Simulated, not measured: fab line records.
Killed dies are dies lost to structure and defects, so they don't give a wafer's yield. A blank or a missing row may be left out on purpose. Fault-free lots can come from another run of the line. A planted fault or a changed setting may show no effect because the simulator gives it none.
fab line records	flow sky130
[record] lots = 6	wafers = 18	last_day = 50
route steps=708 shown CONTACT@417 PAD_OPEN@708
lots that met no fault: from a run of the same line without faults
start_h: the number of hours between the record's first day and the start of the first shown wafer of the lot	wait_h: time in hours since the lot's previous step	" as in the row above	L1.1+2: a single row standing in for several wafers	- either no value or no given start	* or withheld: withheld	< > ~ a bound
route shown NAME@n: names a module that has steps shown in the file, with the first one's number in the route	usual: mean/standard deviation taken from wafers without a fault	same: alike in all rows	chamber/n: place in a boat	sites: the reading at each site	_std_site: their standard deviation	_edge_site: the outer-site mean with the inner-site mean subtracted	radius_mm: for every site, how far away it sits from the centre of the wafer	mask NAME#n: copy n	behind: the tool/chamber that last shaped the wafer	hold: the reason the lot was held/the length of the hold in hours/how it ended	device: which transistor (n, p or np) failed to switch	end of line: the route-end tests of the same wafers	a step given without rows: its recipe and nothing more	killed: at the first sort, the dies lost to defects and structure; wafer yield is something else	map: dies across one wafer; x = killed, . = not, _ = none there
set.NAME: the run value of the setting; set.NAME@STEP: its run value at that earlier step	model.NAME: the simulator's own value behind a step, which no gauge read
a table for each step, a row for each wafer; lots at some steps of the route
services: a tool's chamber out of use, with start hour (start_h, from the record's first day; less than 0 if before it), hours out, and reason
[[steps]]
[step SKY_CONTACT_EXPOSE_11]
[recipe] mask_id = CTM1	na = 0.8	source_shape = annular	sigma_inner = 0.55	sigma_outer = 0.85	target_cd_nm = 170	dose_mj = 38
[step SKY_CONTACT_PEB_12]
[recipe] peb_temp_c = withheld	peb_time_s = withheld	resist = KrF-thick
[step SKY_CONTACT_DEVELOP_13]
[recipe] develop_time_s = 60	resist = KrF-thick	dev_temp_c = 21
[step SKY_CONTACT_CD_MEAS_14]
[recipe] target_cd_nm = 170
[usual] cd_nm = 169.8/1.5
lot.wafer	tool	chamber	start_h	wait_h	cd_nm
L347.3	cd_sem-01	-	749.27	-	170.9
L347.4	"	-	"	"	170.5
L347.5	"	-	"	"	171.7
L351.2	cd_sem-01	-	783.71	-	170.8
L351.3	"	-	"	"	171.1
L351.5	"	-	"	"	171.7
L364.3	cd_sem-02	-	884.28	-	169.0
L364.4	"	-	"	"	169.6
L364.5	"	-	"	"	168.8
L365.1	cd_sem-02	-	887.34	-	170.3
L365.2	"	-	"	"	170.6
L365.5	"	-	"	"	170.7
L366.2	cd_sem-02	-	893.51	-	169.6
L366.4	"	-	"	"	168.0
L366.5	"	-	"	"	169.4
L368.4	cd_sem-01	-	904.91	-	168.0
L368.5	"	-	"	"	168.6
L368.6	"	-	"	"	168.1
[step SKY_CONTACT_OVL_MEAS_15]
[usual] CONTACT_OVL = -2/4.8
lot.wafer	tool	chamber	start_h	wait_h	CONTACT_OVL[nm]
L347.3	overlay-02	-	749.37	0.1	-2
L347.4	"	-	"	"	-1
L347.5	"	-	"	"	3
L351.2	overlay-02	-	783.82	0.1	-2
L351.3	"	-	"	"	-5
L351.5	"	-	"	"	-5
L364.3	overlay-01	-	884.37	0.1	-3
L364.4	"	-	"	"	2
L364.5	"	-	"	"	2
L365.1	overlay-02	-	887.46	0.1	-6
L365.2	"	-	"	"	-13
L365.5	"	-	"	"	-8
L366.2	overlay-02	-	893.62	0.1	-6
L366.4	"	-	"	"	-6
L366.5	"	-	"	"	-7
L368.4	overlay-02	-	904.99	0.1	0
L368.5	"	-	"	"	0
L368.6	"	-	"	"	-11
[step SKY_CONTACT_ETCH_16]
[recipe] chemistry = N2/H2	target = BARC	ion_energy_ev = 200	source_w = 500	bias_w = 100	pressure_mtorr = 30	n2_flow_sccm = 100	h2_flow_sccm = 200	stop_on = SiO2	time_s = 45.9	target_depth_a = 600
[usual] drypump_motor_current_A = 5.8/0.45	oes_product_au = 0.855/0.0047	throttle_valve_pct = 13.225/0.0083
lot.wafer	tool	chamber	start_h	wait_h	drypump_motor_current_A	oes_product_au	rf_hours_counter_h	throttle_valve_pct
L347.3	rie_diel-01	2	749.39	0.0	5.5	0.853	16	13.211
L347.4	"	3	"	"	6.1	0.856	30	13.209
L347.5	"	2	"	"	5.5	0.852	-	13.229
L351.2	rie_diel-02	2	783.85	0.0	5.8	0.861	17	13.219
L351.3	"	0	"	"	6.2	0.857	9	13.233
L351.5	"	2	"	"	5.8	0.851	-	13.231
L364.3	rie_diel-01	0	884.40	0.0	5.6	0.858	5	13.222
L364.4	"	1	"	"	5.0	0.850	-	13.236
L364.5	"	3	"	"	6.1	0.852	-	13.222
L365.1	rie_diel-03	2	887.49	0.0	5.7	0.857	4	13.234
L365.2	"	0	"	"	5.4	0.854	13	13.227
L365.5	"	0	"	"	5.4	0.859	-	13.224
L366.2	rie_diel-03	3	893.65	0.0	6.4	0.849	19	13.225
L366.4	"	0	"	"	5.4	0.852	13	13.229
L366.5	"	0	"	"	5.4	0.845	-	13.221
L368.4	rie_diel-03	2	905.00	0.0	5.7	0.859	5	13.237
L368.5	"	1	"	"	5.4	0.852	-	13.227
L368.6	"	2	"	"	5.7	0.849	-	13.223
[step SKY_CONTACT_ETCH_17]
[recipe] target = SiO2	chemistry = C4F8/O2/Ar	stop_on = Si3N4	mask_material = KrF-thick	source_w = 1500	bias_w = 1200	pressure_mtorr = 40	c4f8_flow_sccm = withheld	O2_flow_sccm = 6	Ar_flow_sccm = 300	time_s = withheld	target_depth_a = 3400
[usual] oes_product_au = 0.891/0.0048
lot.wafer	tool	chamber	start_h	wait_h	oes_product_au
L347.3	rie_diel-01	2	749.43	0.0	0.889
L347.4	"	3	"	"	0.887
L347.5	"	2	"	"	0.890
L351.2	rie_diel-02	2	783.89	0.0	0.890
L351.3	"	0	"	"	0.902
L351.5	"	2	"	"	0.899
L364.3	rie_diel-01	0	884.44	0.0	0.886
L364.4	"	1	"	"	0.891
L364.5	"	3	"	"	0.887
L365.1	rie_diel-03	2	887.53	0.0	0.893
L365.2	"	0	"	"	0.884
L365.5	"	0	"	"	0.884
L366.2	rie_diel-03	3	893.69	0.0	0.888
L366.4	"	0	"	"	0.893
L366.5	"	0	"	"	0.887
L368.4	rie_diel-03	2	905.05	0.0	0.884
L368.5	"	1	"	"	0.896
L368.6	"	2	"	"	0.885
[step SKY_CONTACT_ETCH_18]
[recipe] target = Si3N4	chemistry = CHF3/O2	stop_on = TiN	source_w = 600	bias_w = 200	pressure_mtorr = 40	chf3_flow_sccm = 50	O2_flow_sccm = 5	time_s = 39	target_depth_a = 750
[usual] O2_flow_sccm = 5.000/0.016	drypump_motor_current_A = 5.7/0.45	oes_product_au = 0.856/0.0075	throttle_valve_pct = 8.794/0.0099
lot.wafer	tool	chamber	start_h	wait_h	O2_flow_sccm	drypump_motor_current_A	oes_product_au	rf_hours_counter_h	throttle_valve_pct
L347.3	rie_diel-01	2	-	-	5.014	5.5	0.861	16	8.798
L347.4	"	3	"	"	4.977	6.1	0.864	30	8.811
L347.5	"	2	"	"	5.008	5.5	0.860	-	8.804
L351.2	rie_diel-02	2	-	-	4.989	5.8	0.851	17	8.806
L351.3	"	0	"	"	5.034	6.1	0.843	10	8.765
L351.5	"	2	"	"	5.019	5.8	0.849	-	8.805
L364.3	rie_diel-01	0	-	-	5.009	5.6	0.850	5	8.799
L364.4	"	1	"	"	4.980	5.0	0.866	-	8.817
L364.5	"	3	"	"	5.003	6.1	0.860	-	8.803
L365.1	rie_diel-03	2	-	-	4.978	5.7	0.856	4	8.782
L365.2	"	0	"	"	4.996	5.4	0.846	13	8.807
L365.5	"	0	"	"	5.001	5.4	0.853	-	8.780
L366.2	rie_diel-03	3	-	-	5.021	6.3	0.855	19	8.791
L366.4	"	0	"	"	4.992	5.4	0.854	13	8.805
L366.5	"	0	"	"	5.005	5.4	0.858	-	8.784
L368.4	rie_diel-03	2	-	-	4.998	5.7	0.860	5	8.781
L368.5	"	1	"	"	5.006	5.3	0.851	-	8.800
L368.6	"	2	"	"	5.006	5.7	0.859	-	8.779
[step SKY_CONTACT_STRIP_19]
[recipe] chemistry = O2/N2	power_w = 1400	pressure_mtorr = 1500	platen_temp_c = withheld	o2_flow_sccm = 3000	n2_flow_sccm = 300	overash_fraction = 0.5
[usual] drypump_motor_current_A = 5.8/0.46	oes_product_au = 0.381/0.0051	strip_time_to_endpoint_s = 3.61/0.052
lot.wafer	tool	chamber	start_h	wait_h	drypump_motor_current_A	oes_product_au	rf_hours_counter_h	strip_time_to_endpoint_s
L347.3	plasma_asher-04	1	749.56	-	4.9	0.384	-	3.57
L347.4	"	0	"	"	5.6	0.382	-	3.55
L347.5	"	0	"	"	5.6	0.389	-	3.59
L351.2	plasma_asher-03	0	783.98	-	6.2	0.384	66	3.65
L351.3	"	0	"	"	6.2	0.369	-	3.53
L351.5	"	1	"	"	6.2	0.382	-	3.65
L364.3	plasma_asher-02	1	884.56	-	6.0	0.388	-	3.73
L364.4	"	0	"	"	5.8	0.374	-	3.62
L364.5	"	1	"	"	6.0	0.373	-	3.54
L365.1	plasma_asher-02	0	887.62	-	5.8	0.384	17	3.68
L365.2	"	1	"	"	6.1	0.392	17	3.70
L365.5	"	0	"	"	5.8	0.389	-	3.68
L366.2	plasma_asher-02	0	893.78	-	5.8	0.376	18	3.57
L366.4	"	0	"	"	5.8	0.380	-	3.71
L366.5	"	0	"	"	5.8	0.384	-	3.68
L368.4	plasma_asher-02	0	905.17	-	5.8	0.380	-	3.64
L368.5	"	1	"	"	6.1	0.375	-	3.57
L368.6	"	0	"	"	5.8	0.380	-	3.65
[step SKY_CONTACT_STRIP_20]
[recipe] chemistry = post_etch_residue_remover	time_s = 1200	temp_c = 72.5
[step SKY_CONTACT_CLEAN_21]
[recipe] chemistry = IPA	time_s = 180	temp_c = 25
[step SKY_CONTACT_CLEAN_22]
[recipe] chemistry = O3/DIW	dry = n2_spin
[step SKY_CONTACT_SPUTTER_23]
[recipe] material = TiN	target_thk_nm = 20	chamber_pressure_pa = 5	power_w = 4000	time_s = 80
[usual] cathode_dc_power_W = 3999.9/0.75	throttle_valve_pct = 29.7/1.1
lot.wafer	tool	chamber	start_h	wait_h	cathode_dc_power_W	throttle_valve_pct	model.TiN_of_CONTACT_SPUTTER_23.thk_nm
L347.3	pvd_sputter-03	-	750.13	0.0	3998.8	31.5	19.66
L347.4	"	-	"	"	3999.9	28.4	20.26
L347.5	"	-	"	"	3999.7	31.8	19.63
L351.2	pvd_sputter-04	-	784.57	0.0	3999.3	28.6	19.74
L351.3	"	-	"	"	4001.1	29.8	19.87
L351.5	"	-	"	"	3998.3	29.2	19.83
L364.3	pvd_sputter-04	-	885.13	0.0	4000.3	28.5	22.46
L364.4	"	-	"	"	3999.5	29.4	22.66
L364.5	"	-	"	"	3999.5	28.7	22.23
L365.1	pvd_sputter-03	-	888.25	0.0	4000.8	28.4	20.16
L365.2	"	-	"	"	3999.6	31.5	19.78
L365.5	"	-	"	"	3998.1	28.3	20.15
L366.2	pvd_sputter-04	-	894.38	0.0	4000.6	29.0	22.91
L366.4	"	-	"	"	4000.5	29.5	23.15
L366.5	"	-	"	"	4001.1	28.8	22.71
L368.4	pvd_sputter-03	-	905.78	0.0	3999.7	31.6	19.7
L368.5	"	-	"	"	3999.9	30.4	19.74
L368.6	"	-	"	"	3998.6	29.0	19.63
[step SKY_CONTACT_CVD_24]
[recipe] material = W	target_thk_nm = 340	time_s = 102.12	temp_c = 400	pressure_torr = 40
[usual] heater_power_outer_w = 587/50	heater_power_w = 961/110
lot.wafer	tool	chamber	start_h	wait_h	heater_power_outer_w	heater_power_w
L347.3	cvd_w-02	1	750.23	0.1	556	917
L347.4	"	0	"	"	653	1129
L347.5	"	0	"	"	651	1070
L351.2	cvd_w-02	1	784.63	0.0	557	899
L351.3	"	1	"	"	555	913
L351.5	"	0	"	"	664	1124
L364.3	cvd_w-01	1	885.23	0.1	532	793
L364.4	"	0	"	"	620	962
L364.5	"	1	"	"	534	786
L365.1	cvd_w-02	1	888.31	0.0	570	900
L365.2	"	0	"	"	628	1112
L365.5	"	1	"	"	567	895
L366.2	cvd_w-02	0	894.44	0.0	649	1087
L366.4	"	1	"	"	549	961
L366.5	"	1	"	"	558	928
L368.4	cvd_w-02	1	905.85	0.0	553	940
L368.5	"	1	"	"	554	909
L368.6	"	0	"	"	650	1076
[step SKY_PAD_OPEN_PROBE_99]
[usual] killed_at_M0_to_M3 = 43/7.8	killed_at_M4_up = 3.2/1.9	killed_at_contacts = 24/5	killed_at_front_end = 14/4.5	killed_at_other = 0.2/0.41	killed_dies = 84/9.6	killed_open = 47/6.9	killed_short = 38/6
[same] gross_dies = 492	killed_at_back_side = 0
lot.wafer	tool	chamber	start_h	wait_h	killed_at_M0_to_M3	killed_at_M4_up	killed_at_contacts	killed_at_front_end	killed_at_other	killed_dies	killed_open	killed_short
L347.3	prober-01	-	1080.40	0.2	39	3	26	11	0	79	37	42
L347.4	prober-01	-	1080.45	0.2	51	4	24	13	0	92	42	50
L347.5	prober-01	-	1080.50	0.2	40	2	31	19	0	92	47	45
L351.2	prober-01	-	1110.26	0.1	38	3	21	17	0	79	36	43
L351.3	prober-01	-	1110.31	0.2	31	1	26	21	0	79	44	35
L351.5	prober-01	-	1110.41	0.2	33	5	35	13	1	87	45	42
L364.3	prober-02	-	1186.60	0.2	44	2	21	14	1	82	50	32
L364.4	prober-02	-	1186.65	0.2	38	2	31	15	0	86	44	42
L364.5	prober-02	-	1186.70	0.2	42	1	27	14	0	84	48	36
// killed by level:class
L347.3 CONTACT:geometric_particle:open=9 METAL2:geometric_particle:short=9 VIA3:geometric_particle:short=8 LI_CONTACT:geometric_particle:open=8 CONTACT:geometric_particle:short=7 VIA3:geometric_particle:open=6 VIA1:geometric_particle:open=6 SPACER:geometric_particle:short=3
L347.4 CONTACT:geometric_particle:open=10 VIA3:geometric_particle:open=10 CONTACT:geometric_particle:short=8 METAL1:geometric_particle:short=8 VIA2:geometric_particle:open=8 METAL3:geometric_particle:short=7 VIA1:geometric_particle:short=4 VIA1:geometric_particle:open=4
L347.5 CONTACT:geometric_particle:open=9 VIA1:geometric_particle:open=7 LI_CONTACT:geometric_particle:open=7 CONTACT:geometric_particle:short=7 VIA2:geometric_particle:short=6 VIA3:geometric_particle:open=6 POLY_GATE:geometric_particle:open=5 VIA1:geometric_particle:short=5
L351.2 METAL2:geometric_particle:short=9 VIA1:geometric_particle:open=7 LI_CONTACT:geometric_particle:open=6 CONTACT:geometric_particle:open=6 VIA1:geometric_particle:short=6 FIELD_ISO:geometric_particle:open=5 LOCAL_INTERCONNECT:geometric_particle:short=5 CONTACT:geometric_particle:short=4
L351.3 CONTACT:geometric_particle:open=10 LOCAL_INTERCONNECT:geometric_particle:short=7 FIELD_ISO:geometric_particle:open=6 LI_CONTACT:geometric_particle:open=6 VIA1:geometric_particle:open=6 METAL2:geometric_particle:short=5 POLY_GATE:geometric_particle:open=4 VIA2:geometric_particle:open=4
L351.5 LI_CONTACT:geometric_particle:open=15 VIA3:geometric_particle:open=8 LI_CONTACT:geometric_particle:short=7 METAL2:geometric_particle:short=7 CONTACT:geometric_particle:open=6 VIA2:geometric_particle:open=6 VIA1:geometric_particle:open=5 FIELD_ISO:geometric_particle:short=4
L364.3 VIA1:geometric_particle:open=11 CONTACT:geometric_particle:open=8 VIA3:geometric_particle:open=8 LI_CONTACT:geometric_particle:open=6 METAL3:geometric_particle:short=5 VIA1:geometric_particle:short=5 VIA2:geometric_particle:open=5 VIA3:geometric_particle:short=4
L364.4 LI_CONTACT:geometric_particle:open=12 CONTACT:geometric_particle:open=8 VIA1:geometric_particle:short=7 VIA1:geometric_particle:open=6 METAL2:geometric_particle:short=6 POLY_GATE:geometric_particle:short=5 VIA2:geometric_particle:short=5 CONTACT:geometric_particle:short=4
L364.5 VIA1:geometric_particle:open=9 CONTACT:geometric_particle:open=8 LI_CONTACT:geometric_particle:open=6 CONTACT:geometric_particle:short=6 VIA2:geometric_particle:open=6 METAL1:geometric_particle:short=5 VIA3:geometric_particle:open=5 POLY_GATE:geometric_particle:open=4
[[services]]
tool	chamber	start_h	hours	kind
rie_diel-02	-	725.96	0.5	repair
rie_diel-03	-	733.45	0.9	repair
plasma_asher-02	-	733.75	9.0	pm
pvd_sputter-03	-	737.05	1.4	repair
cvd_w-02	-	748.34	1.4	repair
pvd_sputter-03	-	762.75	4.0	repair
pvd_sputter-04	-	767.82	3.7	repair
rie_diel-02	1	769.06	130.0	repair
pvd_sputter-04	-	771.01	2.0	repair
pvd_sputter-03	-	783.32	1.8	repair
pvd_sputter-04	-	793.38	1.8	repair
rie_diel-01	0	806.70	5.4	repair
rie_diel-02	-	818.36	2.8	pm
pvd_sputter-03	-	824.93	2.9	repair
rie_diel-02	-	827.24	14.6	pm
cvd_w-02	0	835.26	5.8	repair
rie_diel-03	0	835.31	12.3	repair
rie_diel-01	2	839.34	49.8	repair
rie_diel-03	-	844.97	4.3	pm
rie_diel-02	-	864.72	0.3	repair
rie_diel-02	0	868.22	10.3	repair
cvd_w-02	0	882.43	4.0	repair
rie_diel-02	2	882.95	8.6	repair
rie_diel-03	2	905.64	2.8	repair
[[key]]
first_sign none at tools or gauges
[model_effect] step = SKY_CONTACT_SPUTTER_23	value = TiN_of_CONTACT_SPUTTER_23.thk_nm	without = 19.95	struck = 22.69
met_at SKY_CONTACT_SPUTTER_23
struck_wafers L364.3,L364.4,L364.5,L366.2,L366.4,L366.5
tester_left_out L364,L366
onset_between 784.57 885.13
[fault] kind = process_parameter_drift	tool = pvd_sputter-04	chamber = -	onset_h = 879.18	steps = SKY_CONTACT_SPUTTER_23	channel = time_s	offset = *	shape = step	end_h = 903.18	acts_in = *	stated = *
// tester_left_out: of these lots the tester's yield and bins aren't shown, on N5 and GAA mostly nor the transistor test; their killed dies are dies lost to structure and defects alone, not to doping, threshold or leakage, so they don't give the yield
